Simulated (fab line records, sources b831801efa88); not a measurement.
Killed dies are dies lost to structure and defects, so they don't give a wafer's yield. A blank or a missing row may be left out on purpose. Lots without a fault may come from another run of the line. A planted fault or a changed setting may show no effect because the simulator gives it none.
Split-lot experiment | flow sky130 | 5 lots, 23 wafers read, on a route of 708 steps

THE SPLIT
At SKY_LDD_N_SOFTBAKE_03 (time 60 s), the setting temp_c was moved away from the recipe's 90 C on 7 of the 23 wafers read, by -4.1% to -1.9%. The other wafers ran this setting at the recipe's value.

FROM THE SPLIT TO THE READING: what the file shows between them, 2 steps
- SKY_LDD_N_EXPOSE_04: exposes mask NTM, target cd 840 nm
- SKY_LDD_N_PEB_05

THE READING
NOVOLAK_of_LDD_N_COAT_02.thk_nm (the simulator's own value, which no gauge read), in nm, at SKY_LDD_N_DEVELOP_06 (develop time 60 s). The file gives no usual value for it. The 16 wafers here that ran the recipe average 299.9 nm, standard deviation 1.4 nm.

wafer  | tool, chamber at the split | temp_c as run, C | against the recipe | NOVOLAK_of_LDD_N_COAT_02.thk_nm, nm | against lot-mates on the recipe
L077.1 | litho_track-01, 0          | 90               | recipe             | 300                                 | -
L077.4 | litho_track-01, 0          | 90               | recipe             | 299.9                               | -
L077.5 | litho_track-01, 0          | 90               | recipe             | 299.3                               | -
L079.1 | litho_track-02, 0          | 86.28            | -4.1%              | 303.4                               | +2.9
L079.2 | litho_track-02, 0          | 90               | recipe             | 301                                 | -
L079.4 | litho_track-02, 0          | 90               | recipe             | 300.4                               | -
L079.5 | litho_track-02, 0          | 86.28            | -4.1%              | 303.2                               | +2.7
L079.6 | litho_track-02, 0          | 90               | recipe             | 300                                 | -
L082.1 | litho_track-03, 0          | 90               | recipe             | 298.1                               | -
L082.2 | litho_track-03, 0          | 90               | recipe             | 298.7                               | -
L082.4 | litho_track-03, 0          | 90               | recipe             | 298                                 | -
L082.5 | litho_track-03, 0          | 90               | recipe             | 298.8                               | -
L082.6 | litho_track-03, 0          | 90               | recipe             | 297.4                               | -
L083.1 | litho_track-02, 0          | 90               | recipe             | 300.2                               | -
L083.2 | litho_track-02, 0          | 90               | recipe             | 300.8                               | -
L083.3 | litho_track-02, 0          | 90               | recipe             | 300.8                               | -
L083.4 | litho_track-02, 0          | 88.32            | -1.9%              | 302.9                               | +2.3
L083.6 | litho_track-02, 0          | 88.32            | -1.9%              | 301.7                               | +1.1
L085.1 | litho_track-02, 0          | 90               | recipe             | 302.6                               | -
L085.2 | litho_track-02, 0          | 86.7             | -3.7%              | 304.2                               | +2.0
L085.4 | litho_track-02, 0          | 86.7             | -3.7%              | 303.8                               | +1.6
L085.5 | litho_track-02, 0          | 90               | recipe             | 301.8                               | -
L085.6 | litho_track-02, 0          | 86.7             | -3.7%              | 304.9                               | +2.7

THE FIT
A straight line over all 23 wafers: NOVOLAK_of_LDD_N_COAT_02.thk_nm changes by -1.05 nm for each +1% of temp_c; r = -0.81; the points scatter about the line by 1.3 nm.
The same after taking each lot's own level away (the mean of its wafers on the recipe; 23 wafers): -0.641 nm for each +1%; r = -0.91; scatter 0.48 nm.
On that fit, the largest move of temp_c shifts the reading by 2.7 nm.
The lots' own levels span 298.20 to 302.20 nm, that is 2.9 times the standard deviation above.
So the lot-to-lot level changes the slope: the two fits differ.
Check: with one of the wafers moved furthest among these (-4.1%) left out of the fit, the line predicts +2.61 nm for it against its lot-mates. It came out at +2.93 nm against them.

OTHER SPLITS ON THESE WAFERS
These wafers also went through other splits before the reading. Each is held against what the fit with the lots' levels taken away leaves over:
other split on the same wafers        | wafers away from the commonest value | r with NOVOLAK_of_LDD_N_COAT_02.thk_nm (lot level and that fit taken away)
SKY_SONOS_ONO_OXIDATION_00 ox_time_s  | 15                                   | +0.11
SKY_SONOS_ONO_CVD_02 pressure_mtorr   | 15                                   | +0.18
SKY_SONOS_ONO_DEVELOP_12 dev_temp_c   | 9                                    | +0.20
SKY_GATE_OXIDE_OXIDATION_01 ox_time_s | 15                                   | +0.10
SKY_GATE_OXIDE_SOFTBAKE_06 temp_c     | 10                                   | -0.28
SKY_POLY_GATE_COAT_07 resist_thk_nm   | 5                                    | -0.38
SKY_POLY_GATE_ETCH_15 source_w        | 11                                   | -0.25

THE FILE'S OWN FIT
NOVOLAK_of_LDD_N_COAT_02.thk_nm changes by -0.667 nm for each +1% of temp_c, r = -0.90.
